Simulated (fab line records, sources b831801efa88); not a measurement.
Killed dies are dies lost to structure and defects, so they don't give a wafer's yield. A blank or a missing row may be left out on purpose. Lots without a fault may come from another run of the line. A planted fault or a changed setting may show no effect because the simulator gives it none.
fab line records | flow sky130
record lots=11 wafers=33 last_day=50
route steps=708 shown FIELD_ISO@3 NWELL@66 VT_ADJUST_HVTP@95 VT_ADJUST_HVTR@141 PAD_OPEN@708
lots that met no fault: from a run of the same line without faults
start_h: hours from the record's first day to the start of the lot's first wafer shown | wait_h: hours since the lot's step before | " the same as in the row above | L1.1+2: a row that stands for several wafers | - no value, or no start given | * or withheld: withheld | < > ~ a bound
route shown NAME@n: a module of which the file shows steps, and the number in the route of the first | usual: mean/standard deviation of fault-free wafers | same: alike in all rows | chamber/n: place in a boat | sites: the reading at each site | _std_site: their standard deviation | _edge_site: outer sites' mean less inner sites' | radius_mm: how far each site lies from the wafer's centre | mask NAME#n: copy n | behind: the tool/chamber that last shaped the wafer | hold: why the lot was held/for how many hours/how that ended | device: the transistor (n, p or np) that didn't switch | end of line: the same wafers' tests at the end of the route | a step without rows: its recipe alone | killed: dies lost to structure and defects at the first sort, not the wafer's yield | map: a wafer's dies, x killed, . not, _ none there
set.NAME: the setting as run; set.NAME@STEP: as run at that earlier step | model.NAME: the simulator's own value behind a step, which no gauge read
steps of the route over a sample of lots; a table a step, a row a wafer
services: from which hour (start_h, from the record's first day; less than 0 if before it) a tool's chamber was out of use, for how many hours, and why
## steps
# step SKY_FIELD_ISO_THK_MEAS_02
# recipe reads=SiO2_of_FIELD_ISO_OXIDATION_01
# usual FIELD_ISO_OXIDATION_00_THK=11.98/0.22
# columns lot.wafer tool chamber start_h wait_h FIELD_ISO_OXIDATION_00_THK[nm]
L345.1 film_metro-03 - 21.63 0.0 12.06
L345.4 " - " " 11.93
L345.6 " - " " 11.83
L352.1 film_metro-04 - 58.50 0.0 11.82
L352.3 " - " " 11.84
L352.5 " - " " 11.61
L353.1 film_metro-03 - 61.63 0.0 11.82
L353.2 " - " " 11.79
L353.6 " - " " 11.80
L354.1 film_metro-03 - 68.96 0.0 11.53
L354.2 " - " " 11.48
L354.3 " - " " 11.48
L355.1 film_metro-03 - 71.90 0.0 11.61
L355.4 " - " " 11.75
L355.6 " - " " 11.61
L356.3 film_metro-01 - 81.50 0.0 12.14
L356.5 " - " " 12.12
L356.6 " - " " 12.30
L357.1 film_metro-03 - 86.90 0.0 11.91
L357.3 " - " " 11.90
L357.4 " - " " 12.20
L358.2 film_metro-01 - 86.91 0.0 12.03
L358.3 " - " " 12.01
L358.6 " - " " 12.00
L364.2 film_metro-04 - 116.64 0.0 11.85
L364.3 " - " " 11.70
L364.5 " - " " 11.91
L365.1 film_metro-03 - 121.63 0.0 12.03
L365.3 " - " " 12.14
L365.4 " - " " 12.14
L366.1 film_metro-04 - 127.48 0.0 12.29
L366.2 " - " " 12.24
L366.4 " - " " 12.08
# step SKY_NWELL_IMPLANT_13
# recipe species=P energy_kev=50 dose_cm2=7e+11 tilt_deg=withheld
# usual beam_energy_keV=50.002/0.017 faraday_current_uA=3.94/0.08
# columns lot.wafer tool chamber start_h wait_h beam_energy_keV faraday_current_uA
L345.1 implanter-04 0 99.84 0.1 50.018 3.88
L345.4 " 0 " " 50.034 3.88
L345.6 " 0 " " 50.020 4.04
L352.1 implanter-01 0 146.65 0.1 49.999 3.99
L352.3 " 0 " " 50.003 3.95
L352.5 " 0 " " 50.000 3.96
L353.1 implanter-02 0 147.95 0.1 49.997 3.96
L353.2 " 0 " " 50.010 3.99
L353.6 " 0 " " 50.002 3.91
L354.1 implanter-02 0 158.64 0.1 49.983 3.92
L354.2 " 0 " " 49.981 3.87
L354.3 " 0 " " 50.009 3.97
L354.1 implanter-02 0 158.95 0.3 49.987 3.88
L354.2 " 0 " " 49.981 3.90
L354.3 " 0 " " 50.009 3.87
L355.1 implanter-04 0 159.64 0.1 50.003 3.98
L355.4 " 0 " " 50.006 3.93
L355.6 " 0 " " 50.009 4.09
L356.3 implanter-02 0 169.40 0.1 50.022 3.82
L356.5 " 0 " " 50.015 3.88
L356.6 " 0 " " 50.010 3.90
L358.2 implanter-01 0 172.94 0.1 49.979 3.94
L358.3 " 0 " " 50.016 4.01
L358.6 " 0 " " 50.017 3.78
L358.2 implanter-01 0 173.26 0.3 50.002 4.05
L358.3 " 0 " " 50.004 3.98
L358.6 " 0 " " 50.027 3.96
L357.1 implanter-02 0 173.50 0.1 50.000 3.92
L357.3 " 0 " " 49.990 4.07
L357.4 " 0 " " 49.998 3.92
L364.2 implanter-02 0 205.36 0.1 49.992 3.97
L364.3 " 0 " " 49.987 4.05
L364.5 " 0 " " 50.033 3.98
L365.1 implanter-02 0 211.52 0.1 49.960 3.83
L365.3 " 0 " " 49.968 3.96
L365.4 " 0 " " 49.990 3.97
L366.1 implanter-04 0 219.85 0.1 49.998 3.93
L366.2 " 0 " " 49.998 3.81
L366.4 " 0 " " 50.020 3.98
# step SKY_NWELL_RS_MEAS_29
# recipe thk_meas_gauge=four-point-probe
# usual NWELL_RS=624.8/1.6
# columns lot.wafer tool chamber start_h wait_h NWELL_RS[ohm/sq]
L345.1 film_metro-04 - 117.16 0.1 625.1
L345.4 " - " " 626.1
L345.6 " - " " 624.8
L352.1 film_metro-04 - 167.50 0.1 622.7
L352.3 " - " " 622.4
L352.5 " - " " 624.3
L353.1 film_metro-01 - 169.16 0.1 624.2
L353.2 " - " " 624.6
L353.6 " - " " 624.1
L354.1 film_metro-01 - 179.88 0.1 607.2
L354.2 " - " " 606.3
L354.3 " - " " 607.1
L355.1 film_metro-01 - 180.86 0.1 622.8
L355.4 " - " " 624.0
L355.6 " - " " 620.3
L356.3 film_metro-02 - 190.49 0.1 625.5
L356.5 " - " " 627.8
L356.6 " - " " 624.9
L358.2 film_metro-01 - 194.60 0.1 605.9
L358.3 " - " " 604.5
L358.6 " - " " 604.2
L357.1 film_metro-02 - 194.70 0.1 625.0
L357.3 " - " " 624.6
L357.4 " - " " 625.3
L364.2 film_metro-04 - 228.80 0.1 625.5
L364.3 " - " " 622.9
L364.5 " - " " 624.9
L365.1 film_metro-04 - 235.22 0.1 625.2
L365.3 " - " " 624.9
L365.4 " - " " 624.3
L366.1 film_metro-04 - 243.73 0.1 625.9
L366.2 " - " " 624.5
L366.4 " - " " 624.2
# step SKY_VT_ADJUST_HVTP_STRIP_10
# recipe chemistry=O2/N2 power_w=1400 pressure_mtorr=1500 platen_temp_c=withheld o2_flow_sccm=3000 n2_flow_sccm=300 overash_fraction=0.5
# usual drypump_motor_current_A=5.36/0.28 oes_product_au=0.715/0.0045 strip_time_to_endpoint_s=14.18/0.04
# columns lot.wafer tool chamber start_h wait_h drypump_motor_current_A oes_product_au rf_hours_counter_h strip_time_to_endpoint_s
L345.1 plasma_asher-01 1 134.67 0.1 4.75 0.720 47 14.08
L345.4 " 0 " " 5.87 0.719 - 14.14
L345.6 " 1 " " 4.74 0.713 - 14.08
L352.1 plasma_asher-04 1 188.48 0.1 5.35 0.724 7 14.11
L352.3 " 1 " " 5.32 0.718 - 14.13
L352.5 " 1 " " 5.34 0.711 - 14.14
L353.1 plasma_asher-04 1 190.22 0.1 5.31 0.713 7 14.16
L353.2 " 0 " " 5.54 0.723 7 14.20
L353.6 " 1 " " 5.33 0.716 - 14.15
L354.1 plasma_asher-04 0 200.77 0.1 5.54 0.721 8 14.15
L354.2 " 1 " " 5.33 0.715 8 14.12
L354.3 " 0 " " 5.54 0.714 - 14.15
L355.1 plasma_asher-04 1 202.37 0.1 5.32 0.718 8 14.21
L355.4 " 1 " " 5.32 0.711 - 14.24
L355.6 " 1 " " 5.34 0.709 - 14.24
L356.3 plasma_asher-01 1 212.46 0.1 4.72 0.714 - 14.18
L356.5 " 1 " " 4.74 0.712 - 14.21
L356.6 " 0 " " 5.83 0.714 - 14.21
L358.2 plasma_asher-03 0 216.40 0.1 5.19 0.718 53 14.21
L358.3 " 1 " " 5.25 0.713 - 14.21
L358.6 " 1 " " 5.25 0.721 - 14.19
L357.1 plasma_asher-01 1 216.94 0.1 4.74 0.716 55 14.17
L357.3 " 0 " " 5.83 0.719 - 14.15
L357.4 " 1 " " 4.75 0.712 - 14.17
L364.2 plasma_asher-03 0 252.39 0.1 5.22 0.717 56 14.19
L364.3 " 0 " " 5.21 0.718 - 14.22
L364.5 " 1 " " 5.31 0.712 - 14.19
L365.1 plasma_asher-03 1 259.70 0.1 5.27 0.721 57 14.23
L365.3 " 1 " " 5.29 0.728 - 14.22
L365.4 " 0 " " 5.21 0.714 - 14.19
L366.1 plasma_asher-01 1 267.67 0.1 4.73 0.709 60 14.14
L366.2 " 0 " " 5.85 0.714 60 14.19
L366.4 " 0 " " 5.86 0.712 - 14.18
# step SKY_VT_ADJUST_HVTR_STRIP_10
# recipe chemistry=O2/N2 power_w=1400 pressure_mtorr=1500 platen_temp_c=withheld o2_flow_sccm=3000 n2_flow_sccm=300 overash_fraction=0.5
# usual drypump_motor_current_A=5.4/0.46 oes_product_au=0.715/0.004 strip_time_to_endpoint_s=14.19/0.036
# columns lot.wafer tool chamber start_h wait_h drypump_motor_current_A oes_product_au rf_hours_counter_h strip_time_to_endpoint_s
L345.1 plasma_asher-02 0 218.91 0.1 6.1 0.720 40 14.18
L345.4 " 0 " " 6.1 0.710 - 14.19
L345.6 " 1 " " 5.8 0.719 - 14.19
L352.1 plasma_asher-01 1 279.47 0.1 4.7 0.716 61 14.25
L352.3 " 1 " " 4.7 0.718 - 14.23
L352.5 " 1 " " 4.7 0.717 - 14.22
L353.1 plasma_asher-02 0 279.77 0.1 6.1 0.715 46 14.21
L353.2 " 1 " " 5.8 0.716 46 14.20
L353.6 " 0 " " 6.1 0.724 - 14.18
L354.1 plasma_asher-03 0 293.09 0.1 5.2 0.715 60 14.18
L354.2 " 1 " " 5.3 0.715 60 14.21
L354.3 " 1 " " 5.2 0.719 - 14.19
L355.1 plasma_asher-03 1 296.22 0.1 5.2 0.725 60 14.10
L355.4 " 1 " " 5.3 0.713 - 14.18
L355.6 " 1 " " 5.2 0.719 - 14.20
L356.3 plasma_asher-03 0 308.75 0.1 5.2 0.709 - 14.25
L356.5 " 0 " " 5.2 0.721 - 14.22
L356.6 " 1 " " 5.2 0.720 - 14.25
L358.2 plasma_asher-01 1 312.76 0.1 4.7 0.710 64 14.21
L358.3 " 0 " " 5.9 0.714 - 14.20
L358.6 " 1 " " 4.8 0.710 - 14.16
L357.1 plasma_asher-02 0 313.27 0.1 6.1 0.710 49 14.20
L357.3 " 0 " " 6.1 0.719 - 14.23
L357.4 " 1 " " 5.8 0.717 - 14.20
L364.2 plasma_asher-03 0 352.99 0.1 5.2 0.716 64 14.18
L364.3 " 1 " " 5.3 0.714 - 14.22
L364.5 " 0 " " 5.2 0.717 - 14.20
L365.1 plasma_asher-03 0 360.64 0.1 5.2 0.724 65 14.23
L365.3 " 0 " " 5.2 0.722 - 14.23
L365.4 " 1 " " 5.3 0.717 - 14.22
L366.1 plasma_asher-02 1 371.02 0.1 5.8 0.711 55 14.19
L366.2 " 0 " " 6.1 0.716 55 14.25
L366.4 " 0 " " 6.1 0.719 - 14.20
# step SKY_PAD_OPEN_PROBE_99
# usual killed_at_M0_to_M3=43/7.2 killed_at_M4_up=3.1/1.8 killed_at_contacts=24/5.4 killed_at_front_end=15/4.4 killed_at_other=0.4/0.56 killed_dies=86/9.3 killed_open=47/6.9 killed_short=39/6.6
# same gross_dies=492 killed_at_back_side=0
# columns lot.wafer tool chamber start_h wait_h killed_at_M0_to_M3 killed_at_M4_up killed_at_contacts killed_at_front_end killed_at_other killed_dies killed_open killed_short
L354.1 prober-02 - 1143.76 0.1 45 1 23 15 2 86 46 39
L354.2 prober-02 - 1143.81 0.1 38 2 25 15 0 80 54 26
L354.3 prober-02 - 1143.86 0.2 34 1 31 17 0 83 46 37
L355.4 prober-01 - 1152.42 0.2 39 2 22 23 1 87 48 36
# killed by level:class
L354.1 VIA1:geometric_particle:open=12 METAL2:geometric_particle:short=11 LOCAL_INTERCONNECT:geometric_particle:short=7 VIA2:geometric_particle:open=7 CONTACT:geometric_particle:open=6 VIA3:geometric_particle:open=6 POLY_GATE:geometric_particle:open=5 METAL1:geometric_particle:short=4
L354.2 VIA1:geometric_particle:open=14 CONTACT:geometric_particle:open=10 LI_CONTACT:geometric_particle:open=9 FIELD_ISO:geometric_particle:open=6 VIA3:geometric_particle:open=5 VIA2:geometric_particle:open=5 POLY_GATE:geometric_particle:open=3 CONTACT:geometric_particle:short=3
L354.3 CONTACT:geometric_particle:open=16 VIA1:geometric_particle:open=9 FIELD_ISO:geometric_particle:short=7 LOCAL_INTERCONNECT:geometric_particle:short=6 VIA2:geometric_particle:open=5 FIELD_ISO:geometric_particle:open=4 CONTACT:geometric_particle:short=4 VIA1:geometric_particle:short=4
L355.4 VIA1:geometric_particle:open=12 POLY_GATE:geometric_particle:open=8 LI_CONTACT:geometric_particle:open=8 VIA1:geometric_particle:short=6 FIELD_ISO:geometric_particle:short=4 LOCAL_INTERCONNECT:geometric_particle:short=4 CONTACT:geometric_particle:open=4 METAL2:geometric_particle:short=4
## services
# columns tool chamber start_h hours kind
implanter-04 - 96.49 2.7 pm
implanter-02 - 106.30 2.5 repair
plasma_asher-04 - 108.75 9.0 pm
plasma_asher-04 0 108.75 9.0 vent_cycle
plasma_asher-04 1 108.75 9.0 vent_cycle
implanter-02 - 114.20 1.3 repair
implanter-01 - 124.52 2.6 repair
plasma_asher-03 - 133.71 0.7 repair
implanter-04 - 143.94 7.8 repair
implanter-04 - 172.24 4.9 repair
plasma_asher-04 - 183.31 1.2 repair
implanter-01 - 204.51 7.7 pm
implanter-04 - 216.18 1.2 repair
plasma_asher-04 - 231.86 0.7 repair
implanter-02 - 243.80 2.1 repair
implanter-02 - 258.94 4.4 repair
implanter-01 - 265.40 5.2 pm
implanter-01 - 271.31 2.6 repair
implanter-01 - 283.41 4.1 repair
implanter-02 - 285.65 3.6 pm
implanter-02 - 302.51 3.7 repair
implanter-04 - 307.04 3.7 pm
plasma_asher-03 - 315.07 7.8 repair
plasma_asher-03 - 343.35 2.8 pm
## key
first_sign step=SKY_NWELL_IMPLANT_13 reading=visit direction=added
effect step=SKY_NWELL_RS_MEAS_29 reading=NWELL_RS direction=down sigmas=12 usual=624.8 struck=605.9
met_at SKY_NWELL_IMPLANT_13
struck_lots L354,L358
tester_left_out L354,L358
not_acting_at SKY_FIELD_ISO_THK_MEAS_02,SKY_VT_ADJUST_HVTP_STRIP_10,SKY_VT_ADJUST_HVTR_STRIP_10
fault kind=repeated_step_whole tool=implanter-01,implanter-02,implanter-04 chamber=- onset_h=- steps=SKY_NWELL_IMPLANT_13 times=1 scope=struck_lots_only
# tester_left_out: of these lots the tester's yield and bins aren't shown, on N5 and GAA mostly nor the transistor test; their killed dies are dies lost to structure and defects alone, not to doping, threshold or leakage, so they don't give the yield
